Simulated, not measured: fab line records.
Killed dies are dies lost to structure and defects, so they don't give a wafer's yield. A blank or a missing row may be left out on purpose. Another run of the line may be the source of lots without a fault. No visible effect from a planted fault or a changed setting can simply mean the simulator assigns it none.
Struck lot and sound lot, side by side / flow sky130 / 16 out of 708 route steps
Sound: wafers L745.1, L745.2, L745.3. The struck wafers were L738.2, L738.4, L738.6. The cause is named last.
Per side, at each step with rows, come the tool, then ch with its chambers, and then its first start. Under that, the readings that differ: sound wafers / struck wafers / difference of the means / sigmas: that difference in standard deviations of wafers without a fault.
alike: same words and numbers on both sides, and readings whose means sit less than 2 such deviations apart. not compared: any withheld reading, any reading some wafer has no value for, any bound like >300 that may hide the same value, and any number with overlapping values for which the record gives no deviation.
A row with sigmas, a row that says differs or no value, or rows on one side alone: a step with any of these is where the two part. Non-overlapping numbers with no deviation appear without sigmas and do not part them. A reading missing from all wafers of one side parts the sides only when that side holds two or more wafers.

first, 1 step without rows for these wafers: SKY_FIELD_ISO_CVD_03 (deposits Si3N4 from DCS/NH3, target thk 165 nm, time 2830 s).
SKY_FIELD_ISO_THK_MEAS_04:
  struck on film_metro-02, day 2 19:21; sound on film_metro-02, day 4 03:51
  alike: FIELD_ISO_CVD_03_THK
then, 8 steps without rows for these wafers: SKY_FIELD_ISO_DEHYDRATE_05 (time 60 s); SKY_FIELD_ISO_HMDS_06 (prime time 60 s); SKY_FIELD_ISO_COAT_07 (resist thk 60 nm); SKY_FIELD_ISO_COAT_08 (resist thk 450 nm); SKY_FIELD_ISO_SOFTBAKE_09 (time 90 s); SKY_FIELD_ISO_EXPOSE_10 (exposes mask FOM, target cd 150 nm); SKY_FIELD_ISO_PEB_11; SKY_FIELD_ISO_DEVELOP_12 (develop time 60 s).
SKY_FIELD_ISO_CD_MEAS_13 targets a cd of 150 nm.
  struck on cd_sem-01, day 3 10:03; sound on cd_sem-02, day 4 20:42
reading=cd_nm (nm); sound=149.2 149.1 149.8; struck=154.6 154.0 153.6; difference=+4.7; sigmas=+3
SKY_FIELD_ISO_ETCH_14: etches BARC in N2/H2, stops on SiO2, time 46.75 s, target depth 60 nm.
  sound on rie_diel-04 ch 0,2,3, day 4 20:49; struck on rie_diel-02 ch 2,3, day 3 10:09
  alike: chamber_pressure_mTorr, drypump_motor_current_A, oes_product_au, throttle_valve_pct
  not compared: rf_hours_counter_h
SKY_FIELD_ISO_ETCH_15: etches the open film in CHF3/O2, stops on Si, target depth 180 nm, time 72 s.
  sound on rie_diel-04 ch 0,2,3, day 4 20:52; struck on rie_diel-02 ch 2,3, day 3 10:11
  no value came back on the struck wafers for any of 6 readings (O2_flow_sccm (sccm), bias_w (W) and others); on the sound wafers O2_flow_sccm (sccm) reads 4.993 4.989 5.015
reading=model.KrF-thick_of_FIELD_ISO_COAT_08.thk_nm (nm); sound=235.9 236.8 235.4; struck=393.1 393.5 392.7; difference=+157.1; sigmas=
SKY_FIELD_ISO_STRIP_16: strips in O2/N2.
  sound on plasma_asher-04 ch 0,1, day 4 20:55; struck on plasma_asher-02 ch 0,1, day 3 10:15
reading=oes_product_au (a.u.); sound=0.384 0.382 0.374; struck=0.447 0.448 0.457; difference=+0.071; sigmas=+13
reading=strip_time_to_endpoint_s (s); sound=3.53 3.54 3.53; struck=5.21 5.20 5.21; difference=+1.67; sigmas=+44
  alike: drypump_motor_current_A
  not compared: rf_hours_counter_h
SKY_FIELD_ISO_ETCH_17: etches Si in HBr/Cl2/O2, target depth 342 nm, time 97.7 s.
  sound on rie_si-02 ch 0,1,3, day 4 21:01; struck on rie_si-01 ch 0,1, day 3 10:21
  alike: HBr_flow_sccm, O2_flow_sccm, drypump_motor_current_A, mfc_cl2_sccm, oes_product_au, throttle_valve_pct
  not compared: rf_hours_counter_h
-- a jump in the record: the struck wafers' starts before and after are 44 days apart (it breaks off in module FIELD_ISO and resumes in module PAD_OPEN, where the first step shown is number 708 of the route) --
SKY_PAD_OPEN_PROBE_99:
  struck on prober-01, day 47 09:45; sound on prober-02, day 49 02:51
reading=killed_at_front_end; sound=16 15 17; struck=421 426 411; difference=+403; sigmas=+98
reading=killed_dies; sound=95 90 88; struck=492 492 492; difference=+401; sigmas=+46
reading=killed_on_rim; sound=16 17 19; struck=96 96 96; difference=+79; sigmas=+21
  alike: killed_at_M0_to_M3, killed_at_M4_up, killed_at_contacts, killed_at_other, killed_open, killed_short

## WHERE THEY PART
Last at SKY_PAD_OPEN_PROBE_99 as far as this record goes, first at SKY_FIELD_ISO_CD_MEAS_13.

WHY: what the simulator had put in
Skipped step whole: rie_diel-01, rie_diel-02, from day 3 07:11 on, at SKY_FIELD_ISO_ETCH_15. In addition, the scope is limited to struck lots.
